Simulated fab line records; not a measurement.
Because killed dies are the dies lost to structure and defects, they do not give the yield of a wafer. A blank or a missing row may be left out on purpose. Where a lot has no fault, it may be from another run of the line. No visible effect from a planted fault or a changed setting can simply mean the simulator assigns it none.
A lot that was struck, set against a sound lot ; flow sky130 ; 15 out of 708 route steps
Sound: the wafers L904.1, L904.3, L904.6. The struck wafers were L918.1, L918.2, L918.3. At the end, the cause is stated.
Per side, at each step with rows, come the tool, then ch with its chambers, and then its first start. Under that, the readings that differ: sound wafers ; struck wafers ; difference of the means ; sigmas: that difference in standard deviations of wafers without a fault.
alike: readings whose means differ by less than 2 such deviations, and words and numbers that are the same on both sides. not compared: withheld readings, readings that some wafer has no value for, bounds like >300 that may hide the same value, and numbers for which the record gives no deviation and whose values overlap.
A row with sigmas, a row that says differs or no value, or rows on one side alone: a step with any of these is where the two part. Non-overlapping numbers with no deviation appear without sigmas and do not part them. Lack of a reading on every wafer of one side parts them only where that side has two or more wafers.

first, 6 steps without rows for these wafers: SKY_GATE_OXIDE_HMDS_04 (prime time 60 s); SKY_GATE_OXIDE_COAT_05 (resist thk 1140 nm); SKY_GATE_OXIDE_SOFTBAKE_06 (time 60 s); SKY_GATE_OXIDE_EXPOSE_07 (exposes mask LVOM, target cd 600 nm); SKY_GATE_OXIDE_PEB_08; SKY_GATE_OXIDE_DEVELOP_09 (develop time 60 s).
SKY_GATE_OXIDE_OVL_MEAS_10:
  sound on overlay-02 at day 14 23:24; struck on overlay-02 at day 20 00:51
  alike: GATE_OXIDE_OVL
then, 2 steps without rows for these wafers: SKY_GATE_OXIDE_IMPLANT_11; SKY_GATE_OXIDE_WET_ETCH_12 (etches SiO2 in dHF, target depth 16.8 nm, time 336 s).
SKY_GATE_OXIDE_STRIP_13: strips in O2/N2.
  sound on plasmaAsher-03 ch 0,1, day 14 23:41; struck on plasmaAsher-02 ch 0,1, day 20 01:08
  alike: drypumpMotorCurrentA, oesProductAu, stripTimeToEndpointS
  not compared: rfHoursCounterH
SKY_GATE_OXIDE_TW_MEAS_14:
  sound on filmMetro-03 at day 14 23:47; struck on filmMetro-03 at day 20 01:14
  alike: GATE_OXIDE_TW
then, 1 step without rows for these wafers: SKY_GATE_OXIDE_CLEAN_15 (cleans in SC1/SC2, time 150 s).
SKY_GATE_OXIDE_OXIDATION_16: stabilise 600 s, purge 300 s, target thk 3.57 nm.
  sound on furnace-02 ch 0, day 15 02:50; struck on furnace-01 ch 0, day 20 01:29
reading;sound;struck;difference;sigmas
model.SiO2_of_GATE_OXIDE_OXIDATION_01.thkNm (nm);11.54 11.65 11.55;12.07 12.13 11.93;+0.46;
  alike: spikeTcBottomC
then, 1 step without rows for these wafers: SKY_POLY_GATE_CVD_00 (deposits poly-Si, target thk 180 nm, time 720 s).
-- here the record skips 30 days between the struck wafers' starts before and after, leaving off in module POLY_GATE and picking up in module PAD_OPEN (first step shown: number 708 of the route) --
SKY_PAD_OPEN_PROBE_99:
  sound on prober-02 at day 46 22:32; struck on prober-01 at day 49 23:08
reading;sound;struck;difference;sigmas
model.etest.nfet_16v.rOnOhmUm;1.404e+04 1.414e+04 1.412e+04;1.442e+04 1.448e+04 1.421e+04;+2.700e+02;
model.etest.pfet_01v8.rOnOhmUm;2906 2909 2894;3201 3220 3195;+302;
model.etest.tipSonos.rsOhmSq;2635 2660 2622;2821 2816 2778;+166;
model.etest.nfet_01v8.rOnOhmUm;829.7 827.5 821;959.6 958.1 949.6;+129.7;
model.etest.nfet_01v8_lvt.driveUaUm;576.9 581.3 595.7;478 477.1 478.2;-107;
model.etest.nfet_01v8_swapped.driveUaUm;511.1 513.3 522;409.2 412.8 409.6;-104.9;
model.etest.nfet_01v8_turned.driveUaUm;510.1 509.8 520.1;408.2 411.9 410.4;-103.2;
  alike: killed_at_M0_to_M3, killed_at_M4_up, killedAtContacts, killedAtFrontEnd, killedAtOther, killedDies, killedOpen, killedShort
  not compared: model.etest.pfetG5v0d10v5.rOnOhmUm

WHERE THEY PART
Nowhere in this record.

WHY: what had been put in by the simulator
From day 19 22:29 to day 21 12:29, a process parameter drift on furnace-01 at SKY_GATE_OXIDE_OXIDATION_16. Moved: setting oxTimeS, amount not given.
